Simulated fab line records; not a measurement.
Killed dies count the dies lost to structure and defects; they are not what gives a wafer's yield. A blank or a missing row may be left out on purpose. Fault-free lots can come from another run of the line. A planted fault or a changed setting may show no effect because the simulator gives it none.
Which tool was responsible? | flow sky130 | 24 lots, 72 wafers sampled, at 6 steps of a route of 708

WHAT EACH GAUGE READ, for each wafer
SKY_METAL1_THK_MEAS_06: measures by xrf. Usual: METAL1_ALCU_THK gives 248 nm (standard deviation 3).
lot  | measured     | on           | METAL1_ALCU_THK (nm) | flag
L074 | day 31 00:54 | filmMetro-01 | 248 243 248          | 
L075 | day 31 06:58 | filmMetro-01 | 251 253 250          | 
L076 | day 32 01:42 | filmMetro-03 | 246 245 243          | 
L077 | day 32 14:47 | filmMetro-04 | 249 249 247          | 
L078 | day 32 23:47 | filmMetro-03 | 241 240 243          | 
L079 | day 33 03:30 | filmMetro-01 | 248 249 250          | 
L080 | day 33 17:49 | filmMetro-01 | 251 250 249          | 
L081 | day 34 01:41 | filmMetro-01 | 244 244 246          | 
L082 | day 34 03:04 | filmMetro-04 | 250 248 250          | 
L083 | day 34 10:40 | filmMetro-04 | 255 252 250          | 
L084 | day 34 20:50 | filmMetro-01 | 242 246 246          | 
L086 | day 35 03:35 | filmMetro-03 | 244 247 244          | 
L085 | day 35 03:58 | filmMetro-01 | 246 247 248          | 
L087 | day 35 16:55 | filmMetro-04 | 247 245 246          | 
L088 | day 35 17:43 | filmMetro-04 | 247 246 243          | 
L089 | day 36 06:27 | filmMetro-01 | 249 252 252          | 
L090 | day 36 17:38 | filmMetro-03 | 250 247 249          | 
L091 | day 36 18:51 | filmMetro-04 | 252 248 249          | 
L093 | day 38 20:38 | filmMetro-01 | 248 246 247          | 
L094 | day 38 21:19 | filmMetro-03 | 251 250 248          | 
L092 | day 38 22:42 | filmMetro-04 | 249 250 245          | 
L095 | day 38 23:23 | filmMetro-04 | 253 252 254          | 
L096 | day 39 00:56 | filmMetro-03 | 250 251 251          | 
L097 | day 39 06:31 | filmMetro-01 | 249 248 248          | 

SKY_VIA2_THK_MEAS_01. Usual: VIA2_HDPCVD_THK gives 1180 nm (standard deviation 12).
lot  | measured     | on           | VIA2_HDPCVD_THK (nm) | flag
L074 | day 34 13:07 | filmMetro-02 | 1201 1200 1204       | 
L075 | day 34 19:26 | filmMetro-02 | 1180 1186 1196       | 
L076 | day 35 12:04 | filmMetro-04 | 1173 1176 1173       | 
L077 | day 36 01:08 | filmMetro-04 | 1182 1178 1179       | 
L078 | day 36 10:44 | filmMetro-04 | 1177 1176 1180       | 
L079 | day 36 11:58 | filmMetro-04 | 1204 1192 1197       | 
L080 | day 37 03:32 | filmMetro-04 | 1155 1152 1176       | 
L081 | day 37 10:13 | filmMetro-04 | 1177 1174 1183       | 
L082 | day 37 14:43 | filmMetro-01 | 1188 1191 1184       | 
L083 | day 37 21:07 | filmMetro-01 | 1176 1157 1161       | 
L084 | day 38 07:26 | filmMetro-01 | 1159 1178 1167       | 
L086 | day 38 11:51 | filmMetro-01 | 1169 1176 1182       | 
L085 | day 38 13:32 | filmMetro-04 | 1190 1179 1178       | 
L087 | day 39 02:28 | filmMetro-01 | 1183 1182 1172       | 
L088 | day 39 04:22 | filmMetro-04 | 1173 1174 1179       | 
L089 | day 39 15:12 | filmMetro-01 | 1153 1161 1167       | 
L090 | day 40 01:40 | filmMetro-04 | 1175 1172 1172       | 
L091 | day 40 03:31 | filmMetro-01 | 1189 1182 1186       | 
L093 | day 42 01:05 | filmMetro-04 | 1195 1195 1180       | 
L094 | day 42 02:24 | filmMetro-04 | 1192 1203 1183       | 
L092 | day 42 02:40 | filmMetro-01 | 1165 1186 1174       | 
L095 | day 42 03:21 | filmMetro-02 | 1179 1191 1191       | 
L096 | day 42 05:55 | filmMetro-02 | 1187 1178 1169       | 
L097 | day 42 10:38 | filmMetro-02 | 1163 1176 1179       | 

EACH LOT AND THE TOOL THAT RAN IT (in order: tool; ch and the chambers of the sampled wafers; start)
lot  | SKY_METAL1_SPUTTER_00       | SKY_METAL1_METAL_ETCH_19         | SKY_VIA1_CMP_02               | SKY_METAL2_SPUTTER_04
L074 | pvdSputter-01, day 31 00:37 | rieMetal-04 ch 0,1, day 32 03:38 | cmp-02 ch 0,1,2, day 32 04:37 | pvdSputter-02, day 33 09:20
L075 | pvdSputter-04, day 31 06:42 | rieMetal-04 ch 0,1, day 32 11:04 | cmp-02 ch 0,1, day 32 11:59   | pvdSputter-03, day 33 16:57
L076 | pvdSputter-03, day 32 01:26 | rieMetal-02 ch 0,1, day 33 05:23 | cmp-01 ch 0,1,2, day 33 06:17 | pvdSputter-02, day 34 09:14
L077 | pvdSputter-01, day 32 14:31 | rieMetal-03 ch 0,1, day 33 17:48 | cmp-01 ch 0,1,3, day 33 18:40 | pvdSputter-01, day 34 22:00
L078 | pvdSputter-01, day 32 23:32 | rieMetal-02 ch 0,1, day 34 02:09 | cmp-02 ch 0,1,3, day 34 03:15 | pvdSputter-03, day 35 07:06
L079 | pvdSputter-04, day 33 03:14 | rieMetal-04 ch 0,1, day 34 04:47 | cmp-01 ch 0,2,3, day 34 05:42 | pvdSputter-02, day 35 08:56
L080 | pvdSputter-04, day 33 17:32 | rieMetal-03 ch 0,1, day 34 18:54 | cmp-01 ch 0,1,2, day 34 19:50 | pvdSputter-02, day 35 23:52
L081 | pvdSputter-01, day 34 01:25 | rieMetal-02 ch 0,1, day 35 02:45 | cmp-02 ch 2,3, day 35 03:36   | pvdSputter-01, day 36 06:58
L082 | pvdSputter-04, day 34 02:49 | rieMetal-04 ch 0,1, day 35 04:50 | cmp-01 ch 0,1,3, day 35 05:45 | pvdSputter-03, day 36 10:42
L083 | pvdSputter-03, day 34 10:23 | rieMetal-04 ch 0, day 35 13:05   | cmp-01 ch 0,1,3, day 35 14:18 | pvdSputter-01, day 36 18:03
L084 | pvdSputter-01, day 34 20:35 | rieMetal-03 ch 0,1, day 35 23:11 | cmp-02 ch 0,2,3, day 36 00:06 | pvdSputter-01, day 37 04:16
L086 | pvdSputter-01, day 35 03:19 | rieMetal-03 ch 0,1, day 36 04:41 | cmp-01 ch 0,2, day 36 05:35   | pvdSputter-01, day 37 09:14
L085 | pvdSputter-04, day 35 03:42 | rieMetal-02 ch 0,1, day 36 05:59 | cmp-02 ch 0,1, day 36 06:50   | pvdSputter-03, day 37 10:57
L087 | pvdSputter-03, day 35 16:39 | rieMetal-02 ch 1, day 36 18:35   | cmp-01 ch 0,1,3, day 36 20:51 | pvdSputter-03, day 38 00:44
L088 | pvdSputter-01, day 35 17:27 | rieMetal-03 ch 0, day 36 19:46   | cmp-01 ch 0,1,2, day 36 21:27 | pvdSputter-03, day 38 02:00
L089 | pvdSputter-03, day 36 06:11 | rieMetal-02 ch 0,1, day 37 08:50 | cmp-02 ch 1,2, day 37 09:42   | pvdSputter-03, day 38 12:45
L090 | pvdSputter-03, day 36 17:22 | rieMetal-02 ch 0,1, day 37 19:38 | cmp-02 ch 2,3, day 37 20:27   | pvdSputter-01, day 38 23:37
L091 | pvdSputter-04, day 36 18:34 | rieMetal-03 ch 0,1, day 37 21:01 | cmp-02 ch 1,2, day 37 21:53   | pvdSputter-03, day 39 01:22
L093 | pvdSputter-01, day 38 20:21 | rieMetal-02 ch 0,1, day 39 21:20 | cmp-01 ch 1,2, day 39 22:12   | pvdSputter-03, day 41 00:41
L094 | pvdSputter-04, day 38 21:04 | rieMetal-03 ch 0,1, day 39 22:33 | cmp-01 ch 1,2,3, day 39 23:24 | pvdSputter-01, day 41 01:59
L092 | pvdSputter-01, day 38 22:26 | rieMetal-04 ch 1, day 39 22:54   | cmp-02 ch 0,3, day 39 23:45   | pvdSputter-03, day 41 02:39
L095 | pvdSputter-03, day 38 23:08 | rieMetal-02 ch 0,1, day 40 00:05 | cmp-01 ch 0,2, day 40 00:59   | pvdSputter-02, day 41 02:58
L096 | pvdSputter-03, day 39 00:40 | rieMetal-03 ch 0,1, day 40 02:03 | cmp-02 ch 0,3, day 40 02:54   | pvdSputter-01, day 41 05:28
L097 | pvdSputter-03, day 39 06:14 | rieMetal-04 ch 0,1, day 40 07:22 | cmp-02 ch 0,1,3, day 40 08:20 | pvdSputter-03, day 41 09:53
- SKY_METAL1_SPUTTER_00: material Ti, target thk 15 nm, time 10 s.
- SKY_METAL1_METAL_ETCH_19: etches the open film in Cl2/BCl3, stops on SiO2, target depth 360 nm, time 78 s.
- SKY_VIA1_CMP_02: polishes SiO2.
- SKY_METAL2_SPUTTER_04: material TiN, target thk 70 nm, time 58.3 s.

WHAT THE TOOLS THEMSELVES READ (means of the sampled wafers that have a number; where no wafer has one, the mark that the record gives instead)
SKY_METAL1_SPUTTER_00. Usual: chamberPressurePa 0.4001 Pa, standard deviation 0.00083; throttleValvePct 30.0 %, standard deviation 1.2.
lot  | tool          | chamberPressurePa (Pa) | throttleValvePct (%) | flag
L074 | pvdSputter-01 | 0.4004                 | 30.3                 | 
L075 | pvdSputter-04 | 0.4004                 | 29.5                 | 
L076 | pvdSputter-03 | 0.4009                 | 28.3                 | 
L077 | pvdSputter-01 | 0.4001                 | 30.5                 | 
L078 | pvdSputter-01 | 0.4003                 | 30.2                 | 
L079 | pvdSputter-04 | 0.4005                 | 30.0                 | 
L080 | pvdSputter-04 | 0.4001                 | 30.4                 | 
L081 | pvdSputter-01 | 0.3995                 | 30.5                 | 
L082 | pvdSputter-04 | 0.3998                 | 30.2                 | 
L083 | pvdSputter-03 | 0.4002                 | 30.8                 | 
L084 | pvdSputter-01 | 0.3993                 | 30.6                 | 
L086 | pvdSputter-01 | 0.4008                 | 30.2                 | 
L085 | pvdSputter-04 | 0.3999                 | 30.9                 | 
L087 | pvdSputter-03 | 0.3989                 | 30.0                 | 
L088 | pvdSputter-01 | 0.4006                 | 30.7                 | 
L089 | pvdSputter-03 | 0.4002                 | 29.4                 | 
L090 | pvdSputter-03 | 0.3998                 | 29.7                 | 
L091 | pvdSputter-04 | 0.3995                 | 28.9                 | 
L093 | pvdSputter-01 | 0.4005                 | 30.0                 | 
L094 | pvdSputter-04 | 0.4007                 | 30.5                 | 
L092 | pvdSputter-01 | 0.4002                 | 30.4                 | 
L095 | pvdSputter-03 | 0.3997                 | 28.1                 | 
L096 | pvdSputter-03 | 0.4004                 | 30.1                 | 
L097 | pvdSputter-03 | 0.4000                 | 30.1                 | 

SKY_METAL1_METAL_ETCH_19. Usual: drypumpMotorCurrentA 5.7 A, standard deviation 0.62; oesProductAu 0.853 a.u., standard deviation 0.0062; throttleValvePct 22.262 %, standard deviation 0.0091.
lot  | tool        | drypumpMotorCurrentA (A) | oesProductAu (a.u.) | throttleValvePct (%) | flag
L074 | rieMetal-04 | 5.4                      | 0.849               | 22.264               | 
L075 | rieMetal-04 | 5.7                      | 0.859               | 22.262               | 
L076 | rieMetal-02 | 5.7                      | 0.849               | 22.264               | 
L077 | rieMetal-03 | 5.3                      | 0.852               | 22.258               | 
L078 | rieMetal-02 | 5.7                      | 0.849               | 22.256               | 
L079 | rieMetal-04 | 5.4                      | 0.857               | 22.259               | 
L080 | rieMetal-03 | 5.8                      | 0.857               | 22.272               | 
L081 | rieMetal-02 | 6.0                      | 0.845               | 22.261               | 
L082 | rieMetal-04 | 5.4                      | 0.853               | 22.261               | 
L083 | rieMetal-04 | 5.9                      | 0.859               | 22.263               | 
L084 | rieMetal-03 | 5.3                      | 0.849               | 22.261               | 
L086 | rieMetal-03 | 5.3                      | 0.852               | 22.256               | 
L085 | rieMetal-02 | 5.7                      | 0.844               | 22.260               | 
L087 | rieMetal-02 | 5.4                      | 0.850               | 22.268               | 
L088 | rieMetal-03 | 6.4                      | 0.847               | 22.254               | 
L089 | rieMetal-02 | 5.7                      | 0.857               | 22.268               | 
L090 | rieMetal-02 | 6.1                      | 0.862               | 22.273               | 
L091 | rieMetal-03 | 5.8                      | 0.854               | 22.262               | 
L093 | rieMetal-02 | 5.7                      | 0.849               | 22.258               | 
L094 | rieMetal-03 | 5.8                      | 0.854               | 22.261               | 
L092 | rieMetal-04 | 5.2                      | 0.851               | 22.264               | 
L095 | rieMetal-02 | 6.0                      | 0.864               | 22.261               | 
L096 | rieMetal-03 | 5.8                      | 0.859               | 22.264               | 
L097 | rieMetal-04 | 5.6                      | 0.854               | 22.259               | 

SKY_VIA1_CMP_02. Usual: motorCurrentA at 11.5 A, with a standard deviation of 1.1.
lot  | tool   | motorCurrentA (A) | flag
L074 | cmp-02 | 11.6              | 
L075 | cmp-02 | 11.1              | 
L076 | cmp-01 | 11.2              | 
L077 | cmp-01 | 10.5              | 
L078 | cmp-02 | 12.6              | 
L079 | cmp-01 | 11.5              | 
L080 | cmp-01 | 11.2              | 
L081 | cmp-02 | 12.2              | 
L082 | cmp-01 | 10.5              | 
L083 | cmp-01 | 10.4              | 
L084 | cmp-02 | 12.8              | 
L086 | cmp-01 | 10.9              | 
L085 | cmp-02 | 12.0              | 
L087 | cmp-01 | 10.7              | 
L088 | cmp-01 | 11.1              | 
L089 | cmp-02 | 10.8              | 
L090 | cmp-02 | 12.1              | 
L091 | cmp-02 | 10.7              | 
L093 | cmp-01 | 11.4              | 
L094 | cmp-01 | 11.0              | 
L092 | cmp-02 | 12.9              | 
L095 | cmp-01 | 11.3              | 
L096 | cmp-02 | 13.1              | 
L097 | cmp-02 | 12.4              | 

SKY_METAL2_SPUTTER_04. Usual: chamberPressurePa 0.3999 Pa, standard deviation 0.00085; throttleValvePct 30.0 %, standard deviation 1.4.
lot  | tool          | chamberPressurePa (Pa) | throttleValvePct (%) | flag
L074 | pvdSputter-02 | 0.4008                 | 30.0                 | 
L075 | pvdSputter-03 | 0.3999                 | 28.7                 | 
L076 | pvdSputter-02 | 0.3995                 | 31.1                 | 
L077 | pvdSputter-01 | 0.3997                 | 30.6                 | 
L078 | pvdSputter-03 | 0.3998                 | 30.8                 | 
L079 | pvdSputter-02 | 0.3998                 | 29.5                 | 
L080 | pvdSputter-02 | 0.4004                 | 30.7                 | 
L081 | pvdSputter-01 | 0.4001                 | 30.8                 | 
L082 | pvdSputter-03 | 0.3993                 | 29.6                 | 
L083 | pvdSputter-01 | 0.3999                 | 30.1                 | 
L084 | pvdSputter-01 | 0.3998                 | 30.2                 | 
L086 | pvdSputter-01 | 0.4004                 | 30.6                 | 
L085 | pvdSputter-03 | 0.3991                 | 28.6                 | 
L087 | pvdSputter-03 | 0.4005                 | 30.1                 | 
L088 | pvdSputter-03 | 0.3991                 | 30.1                 | 
L089 | pvdSputter-03 | 0.3999                 | 30.1                 | 
L090 | pvdSputter-01 | 0.3998                 | 30.1                 | 
L091 | pvdSputter-03 | 0.3996                 | 30.1                 | 
L093 | pvdSputter-03 | 0.3989                 | 30.1                 | 
L094 | pvdSputter-01 | 0.3997                 | 30.5                 | 
L092 | pvdSputter-03 | 0.4007                 | 30.8                 | 
L095 | pvdSputter-02 | 0.3998                 | 30.2                 | 
L096 | pvdSputter-01 | 0.4004                 | 31.0                 | 
L097 | pvdSputter-03 | 0.4002                 | 28.9                 | 

THE ANSWER, worked out from the rows above alone
Rule: a lot is off if the mean of its wafers that have a number lies more than 3 standard deviations from the usual mean. A lot without any number at a reading at which 4 lots or more have one is off too. Any other lot the step has rows for is counted as sound. Order of review: gauges by route order, followed by the tools' own readings, for which a lot's mean as printed above is used. The first step at which some lot is off is used, and at that step the reading that is off furthest; a lot without a number counts as furthest.
No lot is off at any reading shown: from this, nothing can be told.

WHAT WAS PUT IN BY THE SIMULATOR
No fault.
